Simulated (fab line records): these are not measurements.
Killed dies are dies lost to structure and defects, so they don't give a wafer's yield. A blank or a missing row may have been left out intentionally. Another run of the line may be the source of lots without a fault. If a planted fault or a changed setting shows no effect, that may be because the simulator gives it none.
A struck lot beside a sound one | flow sky130 | 21 out of 708 route steps
Sound: the wafers L551.2, L551.5, L551.6. The struck wafers were L564.1, L564.2, L564.4. The cause comes at the end.
Per side, at each step with rows, come the tool, then ch with its chambers, and then its first start. Under that, the readings that differ: sound wafers | struck wafers | difference of the means | sigmas: that difference in standard deviations of wafers without a fault.
alike: readings whose means differ by less than 2 such deviations, and words and numbers that are the same on both sides. not compared: withheld readings, readings that some wafer has no value for, bounds like >300 that may hide the same value, and numbers for which the record gives no deviation and whose values overlap.
Wherever a step has rows on one side only, a row that says differs or no value, or a row with sigmas, the two part there. Numbers that have no deviation but don't overlap get no sigmas and don't part them. Lack of a reading on every wafer of one side parts them only where that side has two or more wafers.

SKY_SD_N_RS_MEAS_17: measurement is done with a four-point probe.
  sound on filmMetro-02 at day 29 02:56; struck on filmMetro-02 at day 33 12:38
  alike: SD_P_RS
SKY_SD_N_RS_MEAS_18: measurement is done with a four-point probe.
  sound on filmMetro-02 at day 29 03:04; struck on filmMetro-02 at day 33 12:45
reading               | sound             | struck            | difference | sigmas
RES_XHIGH_RS (ohm/sq) | 331.6 331.2 332.1 | 329.0 328.8 328.6 | -2.8       | -2
then, 2 steps without rows for these wafers: SKY_SALICIDE_CLEAN_00 (cleans in HF-last, time 30 s); SKY_LI_CONTACT_HDPCVD_00 (deposits PSG, target thk 930 nm, time 155 s).
SKY_LI_CONTACT_THK_MEAS_01:
  sound on filmMetro-02 at day 29 03:17; struck on filmMetro-04 at day 33 12:59
  alike: LI_CONTACT_HDPCVD_THK
SKY_LI_CONTACT_CMP_02: polishes PSG.
  sound on cmp-02 ch 0,3, day 29 03:20; struck on cmp-02 ch 0,2,3, day 33 13:03
  alike: headPressurePsi, motorCurrentA, timeToEndpointS
SKY_LI_CONTACT_BOW_MEAS_03:
  sound on filmMetro-03 at day 29 03:41; struck on filmMetro-04 at day 33 13:21
  alike: LI_CONTACT_BOW
then, 5 steps without rows for these wafers: SKY_LI_CONTACT_DEHYDRATE_04 (time 60 s); SKY_LI_CONTACT_HMDS_05 (prime time 60 s); SKY_LI_CONTACT_COAT_06 (resist thk 60 nm); SKY_LI_CONTACT_COAT_07 (resist thk 450 nm); SKY_LI_CONTACT_SOFTBAKE_08 (time 90 s).
SKY_LI_CONTACT_EXPOSE_09: exposes mask LICM1, target cd 170 nm.
  sound on krfScanner-02 ch 0, day 29 18:10; struck on krfScanner-02 ch 0, day 34 02:35
  alike: mask, stageVelMmS
then, 2 steps without rows for these wafers: SKY_LI_CONTACT_PEB_10; SKY_LI_CONTACT_DEVELOP_11 (develop time 60 s).
SKY_LI_CONTACT_CD_MEAS_12: target cd 170 nm.
  sound on cdSem-02 at day 30 08:38; struck on cdSem-01 at day 34 15:26
reading   | sound             | struck            | difference | sigmas
cdNm (nm) | 170.7 170.2 170.9 | 169.6 165.7 167.9 | -2.9       | -2
SKY_LI_CONTACT_OVL_MEAS_13:
  sound on overlay-01 at day 30 08:44; struck on overlay-02 at day 34 15:34
  alike: LI_CONTACT_OVL
SKY_LI_CONTACT_ETCH_14: etches BARC in N2/H2, stops on SiO2, time 45.9 s, target depth 60 nm.
  sound on rieDiel-01 ch 2,3, day 30 08:46; struck on rieDiel-01 ch 0,1,3, day 34 15:36
reading                    | sound             | struck            | difference | sigmas
model.LI_CONTACT.cdNm (nm) | 171.4 170.5 170.3 | 169.8 165.1 168.4 | -3.0       | 
  alike: chamberPressureMTorr, drypumpMotorCurrentA, oesProductAu, throttleValvePct
  not compared: rfHoursCounterH
SKY_LI_CONTACT_ETCH_15: etches PSG in C4F8/O2/Ar, stops on Si, target depth 600 nm.
  sound on rieDiel-01 ch 2,3, day 30 08:49; struck on rieDiel-01 ch 0,1,3, day 34 15:38
reading                    | sound           | struck            | difference | sigmas
model.LI_CONTACT.cdNm (nm) | 171.2 170.3 170 | 169.7 165.3 168.4 | -2.7       | 
  alike: chamberPressureMTorr, oesProductAu
SKY_LI_CONTACT_STRIP_16: strips in O2/N2.
  sound on plasmaAsher-01 ch 0,1, day 30 08:54; struck on plasmaAsher-03 ch 0,1, day 34 15:44
  alike: chamberPressureMTorr, drypumpMotorCurrentA, oesProductAu, stripTimeToEndpointS
  not compared: rfHoursCounterH
-- a jump in the record: the struck wafers' starts before and after are 15 days apart (it breaks off in module LI_CONTACT and resumes in module PAD_OPEN, where the first step shown is number 708 of the route) --
SKY_PAD_OPEN_PROBE_99:
  sound on prober-02 at day 46 14:25; struck on prober-01 at day 49 15:35
  alike: killed_at_M0_to_M3, killed_at_M4_up, killedAtContacts, killedAtFrontEnd, killedAtOther, killedDies, killedOpen, killedShort
  not compared: model.etest.liconPdiff.rcOhm, model.etest.liconNdiff.rcOhm

== WHERE THEY PART ==
Earliest at SKY_SD_N_RS_MEAS_18; latest, in this record, at SKY_LI_CONTACT_CD_MEAS_12. Later steps at which nothing parts them and some readings are alike: SKY_LI_CONTACT_OVL_MEAS_13, SKY_LI_CONTACT_ETCH_14, SKY_LI_CONTACT_ETCH_15, SKY_LI_CONTACT_STRIP_16, SKY_PAD_OPEN_PROBE_99.

WHY: what the simulator had put in
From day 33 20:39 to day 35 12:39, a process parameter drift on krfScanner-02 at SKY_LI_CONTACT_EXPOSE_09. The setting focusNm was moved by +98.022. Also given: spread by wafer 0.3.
